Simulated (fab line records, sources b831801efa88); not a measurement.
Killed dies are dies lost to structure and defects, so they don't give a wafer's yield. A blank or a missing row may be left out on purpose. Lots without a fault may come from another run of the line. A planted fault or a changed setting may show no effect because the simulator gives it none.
A struck lot beside a sound one | flow gf180mcu | 15 steps out of a route of 602
Sound: wafers L808.3, L808.4, L808.5. Struck: wafer L816.2. (L816.1, L816.6 of the same lot were not struck and are left out.) The cause comes at the end.
At each step with rows: each side's tool, then ch and its chambers, then its first start. Under that, the readings that differ: sound wafers | struck wafers | difference of the means | sigmas: that difference in standard deviations of wafers without a fault.
alike: readings whose means differ by less than 2 such deviations, and words and numbers that are the same on both sides. not compared: withheld readings, readings that some wafer has no value for, bounds like >300 that may hide the same value, and numbers for which the record gives no deviation and whose values overlap.
The two part at a step that has a row with sigmas, a row that says differs or no value, or rows on one side only. Numbers that don't overlap but have no deviation are shown without sigmas and don't part them. A reading that every wafer of one side lacks parts them only if that side has two wafers or more.

GF_HV_LDD_CD_MEAS_46: target cd 400 nm.
  sound on cd_sem-02, day 13 16:08; struck on cd_sem-01, day 16 09:37
  alike: cd_nm
GF_HV_LDD_OVL_MEAS_47:
  sound on overlay-02, day 13 16:14; struck on overlay-02, day 16 09:44
  alike: HV_LDD_03_OVL
then, 1 step without rows for these wafers: GF_HV_LDD_IMPLANT_48.
GF_HV_LDD_STRIP_49: strips in O2/N2.
  sound on plasma_asher-01 ch 0,1, day 13 16:26; struck on plasma_asher-02 ch 1, day 16 09:55
  reading                     | sound       | struck | difference                   | sigmas
  drypump_motor_current_A (A) | 6.1 6.0 6.1 | 4.9    | -1.2                         | -3
  rf_hours_counter_h (h)      | - - -       | 78     | no value on the sound wafers |
  alike: chamber_pressure_mTorr, heater_power_w, o2_flow_sccm, oes_product_au, strip_time_to_endpoint_s
GF_HV_LDD_TW_MEAS_50:
  sound on film_metro-04, day 13 16:31; struck on film_metro-04, day 16 10:01
  alike: HV_LDD_4_TW
then, 1 step without rows for these wafers: GF_HV_LDD_CLEAN_51 (cleans in SC1/SC2, time 150 s).
GF_HV_LDD_RTA_52: time 10 s.
  sound on rtp_anneal-02 ch 0, day 13 16:38; struck on rtp_anneal-02 ch 0, day 16 10:08
  alike: lamp_power_pct, wafer_temp_C_max
GF_HV_LDD_RS_MEAS_53: measures by four-point-probe.
  sound on film_metro-03, day 13 16:43; struck on film_metro-03, day 16 10:12
  alike: HV_LDD_RS
then, 1 step without rows for these wafers: GF_HV_LDD_CVD_54 (deposits SiO2 from TEOS, target thk 10 nm, time 75 s).
GF_HV_LDD_THK_MEAS_55:
  sound on film_metro-04, day 13 17:50; struck on film_metro-04, day 16 11:20
  alike: HV_LDD_CVD_54_THK
then, 1 step without rows for these wafers: GF_HV_LDD_CVD_56 (deposits Si3N4 from DCS/NH3, target thk 90 nm, time 1543 s).
GF_HV_LDD_THK_MEAS_57:
  sound on film_metro-03, day 13 20:02; struck on film_metro-03, day 16 12:50
  alike: HV_LDD_CVD_56_THK
GF_HV_LDD_ETCHBACK_58: etches Si3N4 in CH3F/O2, stops on SiO2, time 100 s, target depth 90 nm.
  sound on rie_diel-02 ch 0,1,3, day 13 20:05; struck on rie_diel-02 ch 1, day 16 12:53
  reading                                 | sound                | struck | difference | sigmas
  oes_product_au (a.u.)                   | 0.841 0.839 0.833    | 1.002  | +0.164     | +26
  run_length_s (s)                        | 129.1 128.0 127.6    | 97.0   | -31.2      | -60
  throttle_valve_pct (%)                  | 10.548 10.548 10.556 | 10.584 | +0.033     | +4
  model.etch.depth_nm (nm)                | 90.04 89.24 88.83    | 81.34  | -8.03      |
  model.SiO2_of_HV_LDD_CVD_54.thk_nm (nm) | 7.548 7.421 7.591    | 8.353  | +0.833     |
  alike: chamber_pressure_mTorr, drypump_motor_current_A
  not compared: rf_hours_counter_h
then, 1 step without rows for these wafers: GF_NSD_DEHYDRATE_00 (time 60 s).
-- the record jumps here: 16 days lie between the struck wafers' starts before and after (it left off in module NSD and takes up again in module PASSIVATION, whose first step shown is number 602 of the route) --
GF_PASSIVATION_PROBE_99:
  the record has rows for the struck wafers here (prober-02, day 32 11:44) and none for the sound ones

WHERE THEY PART
First at GF_HV_LDD_STRIP_49; last, within this record, at GF_PASSIVATION_PROBE_99.

WHY: what the simulator had put in
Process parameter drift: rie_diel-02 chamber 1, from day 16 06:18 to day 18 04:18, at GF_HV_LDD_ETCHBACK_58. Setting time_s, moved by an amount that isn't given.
